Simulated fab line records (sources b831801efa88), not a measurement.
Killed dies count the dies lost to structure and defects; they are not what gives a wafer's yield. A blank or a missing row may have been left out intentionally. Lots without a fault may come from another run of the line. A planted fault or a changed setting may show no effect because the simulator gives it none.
fab line records	flow gf180mcu	part 2 of 2: steps 31 to 42 of 42
record: lots: 5	wafers: 15	last_day: 33
route steps=602 shown HV_LDD@212 NSD@235 PSD@248
lots that met no fault: taken from a fault-free run of the same line
start_h: the number of hours between the record's first day and the start of the first shown wafer of the lot	wait_h: hours from the lot's prior step to this one	" repeats the value in the row above	L1.1+2: several wafers, shown together as one row	- no value, or no start was given	* or withheld: withheld	< > ~ a bound
route shown NAME@n: names a module that has steps shown in the file, with the first one's number in the route	usual: mean and standard deviation over wafers with no fault	same: alike in all rows	chamber/n: place in a boat	sites: the reading at each site	_std_site: their standard deviation	_edge_site: outer sites' mean less inner sites'	radius_mm: for every site, how far away it sits from the centre of the wafer	mask NAME#n: copy n	behind: the tool/chamber that last shaped the wafer	hold: why the lot went on hold/how many hours it stayed there/how the hold came to an end	device: transistor that didn't switch, given as n, p or np	end of line: the tests these same wafers got at the end of their route	step lacking rows: just its recipe	killed: dies that structure and defects cost at the first sort, which is not the same as the wafer's yield	map: per-die view of a wafer (x killed, . not killed, _ where there is no die)
set.NAME: the setting as run; set.NAME@STEP: as run at that earlier step	model.NAME: the simulator's own value behind a step, which no gauge read
lots seen at some steps along the route; tables by step, rows by wafer
services: from which hour (start_h, from the record's first day; less than 0 if before it) a tool's chamber was out of use, for how many hours, and why
== steps ==
step: GF_NSD_CD_MEAS_07
recipe: target_cd_nm: 400
usual: cd_nm: 400.2/2.8
lot.wafer	tool	chamber	start_h	wait_h	cd_nm
L075.1	cd_sem-01	-	305.51	0.1	404.4
L075.5	"	-	"	"	405.4
L075.6	"	-	"	"	404.1
L077.3	cd_sem-01	-	319.75	0.1	402.3
L077.4	"	-	"	"	403.4
L077.6	"	-	"	"	402.3
L079.3	cd_sem-02	-	336.64	0.1	398.1
L079.4	"	-	"	"	398.7
L079.6	"	-	"	"	397.7
L083.2	cd_sem-02	-	373.11	0.1	400.5
L083.4	"	-	"	"	402.4
L083.6	"	-	"	"	401.4
L090.1	cd_sem-01	-	429.76	0.1	393.8
L090.5	"	-	"	"	395.8
L090.6	"	-	"	"	393.3
step: GF_NSD_OVL_MEAS_08
usual: NSD_OVL: 0.0/1.4
lot.wafer	tool	chamber	start_h	wait_h	NSD_OVL[nm]
L075.1	overlay-02	-	305.63	0.1	1.1
L075.5	"	-	"	"	0.9
L075.6	"	-	"	"	-0.5
L077.3	overlay-01	-	319.84	0.1	-0.2
L077.4	"	-	"	"	0.8
L077.6	"	-	"	"	-1.7
L079.3	overlay-01	-	336.74	0.1	0.6
L079.4	"	-	"	"	-0.2
L079.6	"	-	"	"	1.9
L083.2	overlay-01	-	373.21	0.1	-0.9
L083.4	"	-	"	"	0.2
L083.6	"	-	"	"	2.6
L090.1	overlay-02	-	429.88	0.1	-1.9
L090.5	"	-	"	"	0.0
L090.6	"	-	"	"	-2.2
step: GF_NSD_IMPLANT_09
recipe: species: As	energy_kev: 60	dose_cm2: 3.908e+15	tilt_deg: 7
usual: beam_energy_keV: 59.997/0.019
same: implant_ion_amu: 75
lot.wafer	tool	chamber	start_h	wait_h	beam_energy_keV
L075.1	implanter-01	0	305.67	0.0	60.019
L075.5	"	0	"	"	60.021
L075.6	"	0	"	"	60.026
L077.3	implanter-02	0	319.92	0.1	60.038
L077.4	"	0	"	"	59.998
L077.6	"	0	"	"	60.003
L079.3	implanter-01	0	336.81	0.1	60.000
L079.4	"	0	"	"	60.008
L079.6	"	0	"	"	60.008
L083.2	implanter-04	0	373.27	0.0	60.010
L083.4	"	0	"	"	60.012
L083.6	"	0	"	"	60.011
L090.1	implanter-01	0	429.91	0.0	59.976
L090.5	"	0	"	"	59.990
L090.6	"	0	"	"	59.977
step: GF_NSD_IMPLANT_10
recipe: species: P	energy_kev: 40	dose_cm2: 5e+14	tilt_deg: 7
usual: beam_energy_keV: 40.001/0.013
same: implant_ion_amu: 31
lot.wafer	tool	chamber	start_h	wait_h	beam_energy_keV
L075.1	implanter-01	0	305.82	0.1	40.015
L075.5	"	0	"	"	40.015
L075.6	"	0	"	"	39.983
L077.3	implanter-02	0	320.07	0.1	40.000
L077.4	"	0	"	"	40.017
L077.6	"	0	"	"	39.973
L079.3	implanter-01	0	336.96	0.1	40.022
L079.4	"	0	"	"	40.005
L079.6	"	0	"	"	40.010
L083.2	implanter-04	0	373.42	0.1	40.004
L083.4	"	0	"	"	39.999
L083.6	"	0	"	"	40.007
L090.1	implanter-01	0	430.06	0.1	40.010
L090.5	"	0	"	"	39.999
L090.6	"	0	"	"	39.998
step: GF_NSD_STRIP_11
recipe: chemistry: O2/N2	power_w: 1400	pressure_mtorr: 1500	platen_temp_c: 250	o2_flow_sccm: 3000	n2_flow_sccm: 300	overash_fraction: 0.5
usual: drypump_motor_current_A: 5.73/0.26	heater_power_w: 330/34	oes_product_au: 0.488/0.0044	strip_time_to_endpoint_s: 22.85/0.035
lot.wafer	tool	chamber	start_h	wait_h	drypump_motor_current_A	heater_power_w	oes_product_au	rf_hours_counter_h	strip_time_to_endpoint_s
L075.1	plasma_asher-04	1	305.97	0.1	5.27	280	0.488	67	22.85
L075.5	"	1	"	"	5.25	273	0.481	-	22.84
L075.6	"	0	"	"	5.66	311	0.486	-	22.87
L077.3	plasma_asher-01	1	320.20	0.1	5.49	368	0.491	-	22.86
L077.4	"	0	"	"	5.64	306	0.486	-	22.83
L077.6	"	0	"	"	5.63	297	0.482	-	22.83
L079.3	plasma_asher-02	1	337.09	0.1	6.01	370	0.487	-	22.78
L079.4	"	0	"	"	5.93	320	0.482	-	22.79
L079.6	"	1	"	"	6.02	375	0.488	-	22.82
L083.2	plasma_asher-04	1	373.54	0.1	5.25	284	0.484	74	22.85
L083.4	"	0	"	"	5.67	307	0.485	-	22.79
L083.6	"	0	"	"	5.67	315	0.492	-	22.83
L090.1	plasma_asher-02	0	430.21	0.1	5.93	327	0.486	32	22.79
L090.5	"	0	"	"	5.93	331	0.488	-	22.86
L090.6	"	1	"	"	6.04	371	0.487	-	22.85
step: GF_NSD_TW_MEAS_12
usual: NSD_TW: 4250/58
lot.wafer	tool	chamber	start_h	wait_h	NSD_TW
L075.1	film_metro-04	-	306.07	0.1	4208
L075.5	"	-	"	"	4208
L075.6	"	-	"	"	4224
L077.3	film_metro-03	-	320.29	0.1	4278
L077.4	"	-	"	"	4310
L077.6	"	-	"	"	4312
L079.3	film_metro-04	-	337.18	0.1	4252
L079.4	"	-	"	"	4250
L079.6	"	-	"	"	4240
L083.2	film_metro-04	-	373.65	0.1	4239
L083.4	"	-	"	"	4244
L083.6	"	-	"	"	4222
L090.1	film_metro-04	-	430.31	0.1	4221
L090.5	"	-	"	"	4236
L090.6	"	-	"	"	4249
step: GF_PSD_DEHYDRATE_00
recipe: temp_c: 200	time_s: 60
lot.wafer	tool	chamber	start_h	wait_h
L075.1+5+6	litho_track-01	0	316.15	10.1
L077.3+4+6	litho_track-03	0	330.11	9.8
L079.3+4+6	litho_track-01	0	347.25	10.1
L083.2+4+6	litho_track-04	0	383.81	10.1
L090.1+5+6	litho_track-01	0	441.95	11.6
step: GF_PSD_HMDS_01
recipe: prime_time_s: 60	prime_temp_c: 120
lot.wafer	tool	chamber	start_h	wait_h
L075.1+5+6	litho_track-01	0	316.30	0.1
L077.3+4+6	litho_track-03	0	330.26	0.1
L079.3+4+6	litho_track-01	0	347.40	0.1
L083.2+4+6	litho_track-04	0	383.96	0.1
L090.1+5+6	litho_track-01	0	442.10	0.1
step: GF_PSD_COAT_02
recipe: resist: NOVOLAK	spin_rpm: 2977	resist_thk_nm: 1000
usual: dispense_pressure_kPa: 52.3/1.8
lot.wafer	tool	chamber	start_h	wait_h	dispense_pressure_kPa
L075.1	litho_track-01	0	316.45	0.1	53.2
L075.5	"	0	"	"	53.2
L075.6	"	0	"	"	53.2
L077.3	litho_track-03	0	330.41	0.1	54.4
L077.4	"	0	"	"	54.3
L077.6	"	0	"	"	54.4
L079.3	litho_track-01	0	347.55	0.1	53.2
L079.4	"	0	"	"	53.2
L079.6	"	0	"	"	53.2
L083.2	litho_track-04	0	384.11	0.1	49.9
L083.4	"	0	"	"	49.9
L083.6	"	0	"	"	50.0
L090.1	litho_track-01	0	442.25	0.1	53.3
L090.5	"	0	"	"	53.3
L090.6	"	0	"	"	53.2
step: GF_PSD_SOFTBAKE_03
recipe: temp_c: 90	time_s: 60	resist: NOVOLAK
lot.wafer	tool	chamber	start_h	wait_h
L075.1+5+6	litho_track-01	0	316.60	0.1
L077.3+4+6	litho_track-03	0	330.56	0.1
L079.3+4+6	litho_track-01	0	347.70	0.1
L083.2+4+6	litho_track-04	0	384.26	0.1
L090.1+5+6	litho_track-01	0	442.40	0.1
step: GF_PSD_EXPOSE_04
recipe: mask_id: Pplus	target_cd_nm: 400	na: 0.6	source_shape: conventional	sigma_outer: 0.6	dose_mj: 140
same: na: 0.6
lot.wafer	tool	chamber	start_h	wait_h	mask
L075.1+5+6	iline_stepper-02	0	-	-	Pplus#0
L077.3+4+6	iline_stepper-01	0	-	-	Pplus#0
L079.3+4+6	iline_stepper-02	0	-	-	Pplus#0
L083.2+4+6	iline_stepper-01	0	-	-	Pplus#0
L090.1+5+6	iline_stepper-02	0	-	-	Pplus#0
step: GF_PSD_PEB_05
recipe: temp_c: withheld	time_s: *	resist: NOVOLAK
lot.wafer	tool	chamber	start_h	wait_h
L075.1+5+6	litho_track-03	0	-	-
L077.3+4+6	litho_track-03	0	-	-
L079.3+4+6	litho_track-01	0	-	-
L083.2+4+6	litho_track-01	0	-	-
L090.1+5+6	litho_track-01	0	-	-
== services ==
tool	chamber	start_h	hours	kind
implanter-03	-	251.35	3.9	pm
rie_diel-01	-	255.56	1.4	repair
rie_diel-01	3	265.44	5.7	repair
lpcvd-02	-	266.28	6.0	pm
iline_stepper-01	-	270.40	1.7	pm
implanter-02	-	271.71	4.8	pm
rie_diel-02	2	276.05	16.8	repair
rie_diel-02	0	293.56	5.2	repair
implanter-04	-	302.57	6.9	repair
rie_diel-02	2	302.60	2.8	repair
plasma_asher-02	-	314.92	15.1	repair
wet_bench-02	-	323.12	1.2	repair
implanter-03	-	326.65	10.4	repair
lpcvd-02	-	340.29	6.1	pm
rie_diel-01	-	343.76	2.8	pm
implanter-02	-	359.32	1.4	repair
iline_stepper-02	-	359.51	5.1	repair
plasma_asher-04	-	380.97	0.8	repair
implanter-04	-	383.94	1.1	repair
iline_stepper-02	-	419.30	1.7	pm
plasma_asher-04	-	421.31	9.0	pm
iline_stepper-02	-	421.86	1.7	repair
rie_diel-01	2	432.60	2.0	repair
plasma_asher-02	-	435.81	10.1	repair
